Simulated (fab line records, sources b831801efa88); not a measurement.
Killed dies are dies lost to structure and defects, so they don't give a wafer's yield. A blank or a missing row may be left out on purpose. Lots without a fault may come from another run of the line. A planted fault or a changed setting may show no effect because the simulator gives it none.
One fault seen from 2 desks | flow sfq_line | each desk has only its own numbers; what lay behind them comes last

THE TOOL OWNER'S DESK: rie_metal-01
The tool's own readings at SFQ_TRILAYER_M2_BARC_OPEN_METAL_ETCH_077 (etches BARC in O2, target depth 125 nm, time 41.7 s): means of the sampled wafers that have a number, for each lot that ran on this tool. A lot is out of limits, marked OUT, if its mean lies more than 4 standard deviations from the usual mean; the brackets give that distance.
Columns: A = drypump_motor_current_A at SFQ_TRILAYER_M2_BARC_OPEN_METAL_ETCH_077, usual 5.5 A; B = oes_product_au at SFQ_TRILAYER_M2_BARC_OPEN_METAL_ETCH_077, usual 0.685 a.u.; C = rf_fwd_power_W at SFQ_TRILAYER_M2_BARC_OPEN_METAL_ETCH_077, usual 592.6 W
lot  | first seen here | A   | B     | C
L765 | day 34 01:11    | 5.9 | 0.683 | 594.9
L769 | day 36 10:32    | 5.9 | 0.687 | 596.0
L772 | day 36 21:26    | 5.9 | 0.680 | 594.5
L775 | day 37 03:27    | 5.9 | 0.687 | 755.2 (+58) OUT
L778 | day 37 09:26    | 5.8 | 0.686 | 835.5 (+87) OUT
This desk's finding: out of limits on L775, L778; first on L775, day 37 03:27 (rf_fwd_power_W at SFQ_TRILAYER_M2_BARC_OPEN_METAL_ETCH_077). In limits: L765, L769, L772.

THE METROLOGY DESK
What the gauges read, lot by lot, whatever tool the lot ran on: means of the sampled wafers that have a number. A lot is out of limits, marked OUT, if its mean lies more than 4 standard deviations from the usual mean; the brackets give that distance.
Columns: A = I7_OVL at SFQ_I7_OVL_MEAS_947, usual 0 nm
lot  | first seen here | A
L757 | day 77 04:47    | -1
L759 | day 77 16:28    | -8
L763 | day 78 12:18    | -0
L764 | day 78 19:08    | -11
L765 | day 79 22:02    | -9
L766 | day 80 13:44    | -3
L768 | day 83 08:19    | 3
L769 | day 83 11:55    | -9
L770 | day 87 11:16    | 5
L771 | day 87 17:22    | 7
L772 | day 87 23:05    | 0
L775 | day 88 06:18    | -5
L778 | day 88 13:05    | 8
L779 | day 88 23:53    | -4
This desk's finding: nothing out of limits on any of the 14 lots.

PUT TOGETHER
The tool owner's desk could have raised an alarm at day 37 03:27, on L775, L778.
The metrology desk saw nothing out of limits.
The metrology desk has L775, L778 on record, within its limits.
Of the lots named, all ran SFQ_TRILAYER_M2_BARC_OPEN_METAL_ETCH_077 on rie_metal-01.

WHAT THE SIMULATOR HAD PUT IN
Process parameter drift: rie_metal-01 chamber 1, from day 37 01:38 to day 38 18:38, at SFQ_TRILAYER_M2_BARC_OPEN_METAL_ETCH_077. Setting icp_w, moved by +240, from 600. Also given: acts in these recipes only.
Lots struck among those shown: L775, L778.
Hours from the fault's start to each desk's first reading out of limits: the tool owner's desk, 2.
